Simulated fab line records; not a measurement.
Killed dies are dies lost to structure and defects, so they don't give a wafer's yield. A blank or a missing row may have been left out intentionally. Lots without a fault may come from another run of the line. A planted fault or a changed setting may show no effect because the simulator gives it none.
Comparing a struck lot with a sound one ; flow sky130 ; 14 out of 708 route steps
Sound: wafers L769.1, L769.2, L769.3. Wafers struck: L783.3, L783.5, L783.6. Last of all comes the cause.
Order at every step that has rows: each side's tool, ch and its chambers, its first start. Under that, the readings that differ: sound wafers ; struck wafers ; difference of the means ; sigmas: that difference in standard deviations of wafers without a fault.
alike: a reading whose means differ by less than 2 such deviations, as well as words and numbers matching on both sides. not compared: withheld readings; readings where some wafer has no value; bounds like >300 that might hide an equal value; numbers whose values overlap and for which the record gives no deviation.
A row with sigmas, a row that says differs or no value, or rows on one side alone: a step with any of these is where the two part. Non-overlapping numbers with no deviation appear without sigmas and do not part them. A reading missing from all wafers of one side parts the sides only when that side holds two or more wafers.

SKY_SD_N_RS_MEAS_18: a four-point-probe measurement.
  sound: film_metro-01 at day 30 12:46; struck: film_metro-02 at day 34 12:31
  alike: RES_XHIGH_RS
then, 2 steps without rows for these wafers: SKY_SALICIDE_CLEAN_00 (cleans in HF-last, time 30 s); SKY_LI_CONTACT_HDPCVD_00 (deposits PSG, target thk 930 nm, time 155 s).
SKY_LI_CONTACT_THK_MEAS_01:
  sound: film_metro-01 at day 30 13:01; struck: film_metro-02 at day 34 12:47
  alike: LI_CONTACT_HDPCVD_THK
SKY_LI_CONTACT_CMP_02: polishes PSG.
  sound on cmp-02 ch 0,1,2, day 30 13:04; struck on cmp-02 ch 0,3, day 34 12:49
  alike: edge_zone_pressure_frac, motor_current_A, time_to_endpoint_s
SKY_LI_CONTACT_BOW_MEAS_03:
  sound: film_metro-01 at day 30 13:22; struck: film_metro-01 at day 34 13:10
  alike: LI_CONTACT_BOW
then, 6 steps without rows for these wafers: SKY_LI_CONTACT_DEHYDRATE_04 (time 60 s); SKY_LI_CONTACT_HMDS_05 (prime time 60 s); SKY_LI_CONTACT_COAT_06 (resist thk 60 nm); SKY_LI_CONTACT_COAT_07 (resist thk 450 nm); SKY_LI_CONTACT_SOFTBAKE_08 (time 90 s); SKY_LI_CONTACT_EXPOSE_09 (exposes mask LICM1, target cd 170 nm).
SKY_LI_CONTACT_PEB_10:
  struck on litho_track-04, day 35 15:00; sound on litho_track-04 ch 0, day 31 16:00
reading;sound;struck;difference;sigmas
exhaust_pa (Pa);44.8 45.9 45.5;- - -;no value on the struck wafers;
  not compared: chill_plate_temp_C, resist_line_temp_C
then, 1 step without rows for these wafers: SKY_LI_CONTACT_DEVELOP_11 (develop time 60 s).

== WHERE THEY PART ==
Only at SKY_LI_CONTACT_PEB_10, as far as this record shows.

WHY: the cause the simulator had injected
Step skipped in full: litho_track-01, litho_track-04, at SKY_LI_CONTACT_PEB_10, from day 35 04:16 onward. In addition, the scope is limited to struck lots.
